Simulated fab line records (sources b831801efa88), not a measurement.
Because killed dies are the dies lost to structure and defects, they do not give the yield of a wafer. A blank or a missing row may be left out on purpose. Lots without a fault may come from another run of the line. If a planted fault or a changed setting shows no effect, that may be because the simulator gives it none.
Matching of chambers + flow gf180mcu + 3 sister chambers for GF_V5_CVD_02 on pecvd-03
The step deposits SiO2 from TEOS, target thk 1450 nm, time 163.28 s. 16 wafers are shown with their chamber, then 8 later ones without.

WAFERS, EACH WITH ITS CHAMBER
| wafer  | chamber | heater power w (W) | heater power outer w (W) |
|--------|---------|--------------------|--------------------------|
| L382.1 | 1       | 485                | 289                      |
| L382.2 | 0       | 687                | 358                      |
| L382.4 | 0       | 547                | 256                      |
| L394.2 | 1       | 516                | 307                      |
| L394.3 | 2       | 566                | 306                      |
| L394.4 | 1       | 577                | 353                      |
| L397.2 | 1       | 613                | 364                      |
| L397.5 | 0       | 702                | 357                      |
| L397.6 | 2       | 611                | 346                      |
| L399.3 | 0       | 662                | 344                      |
| L399.5 | 0       | 550                | 257                      |
| L399.6 | 1       | 583                | 330                      |
| L400.2 | 1       | 567                | 318                      |
| L400.3 | 0       | 655                | 344                      |
| L400.5 | 2       | 606                | 354                      |
| L401.2 | 1       | 517                | 289                      |

SIGNATURES, as means of the wafers listed above
| reading              | chamber 0 | chamber 1 | chamber 2 | scatter within a chamber |
|----------------------|-----------|-----------|-----------|--------------------------|
| heater power w       | 633.83    | 551.14    | 594.33    | 53.4                     |
| heater power outer w | 319.33    | 321.43    | 335.33    | 37.8                     |
Rule: for each reading, subtract the chamber's mean from the wafer's reading, divide by that reading's scatter and square the result; add these up over the readings and take the root, which gives the wafer's distance from the chamber. If the next closest chamber is less than 2 further off than the closest, the wafer can't be placed; otherwise it belongs to the closest. The scatter: take each reading less its chamber's mean, square it, sum over the shown wafers, divide by the number of wafers less the number of chambers, and take the root.

WAFERS MISSING THEIR CHAMBER
| wafer  | heater power w (W) | heater power outer w (W) |
|--------|--------------------|--------------------------|
| L401.5 | 592                | 345                      |
| L401.6 | 601                | 331                      |
| L402.1 | 562                | 326                      |
| L402.2 | 688                | 355                      |
| L402.3 | 563                | 256                      |
| L404.1 | 580                | 354                      |
| L404.4 | 483                | 267                      |
| L404.6 | 459                | 266                      |

CHAMBER TAKEN BY EACH
| wafer  | from the rows above          | in truth |
|--------|------------------------------|----------|
| L401.5 | can't be placed: 2 or 1 or 0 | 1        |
| L401.6 | can't be placed: 2 or 0 or 1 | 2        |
| L402.1 | can't be placed: 1 or 2 or 0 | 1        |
| L402.2 | can't be placed: 0 or 2 or 1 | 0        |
| L402.3 | can't be placed: 1 or 0 or 2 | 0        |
| L404.1 | can't be placed: 2 or 1 or 0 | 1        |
| L404.4 | can't be placed: 1 or 2 or 0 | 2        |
| L404.6 | can't be placed: 1 or 2 or 0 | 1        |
0 of 8 placed correctly. Unplaceable from these rows: 8, with the true chamber sitting among the candidates in 8. Wrongly placed: 0.
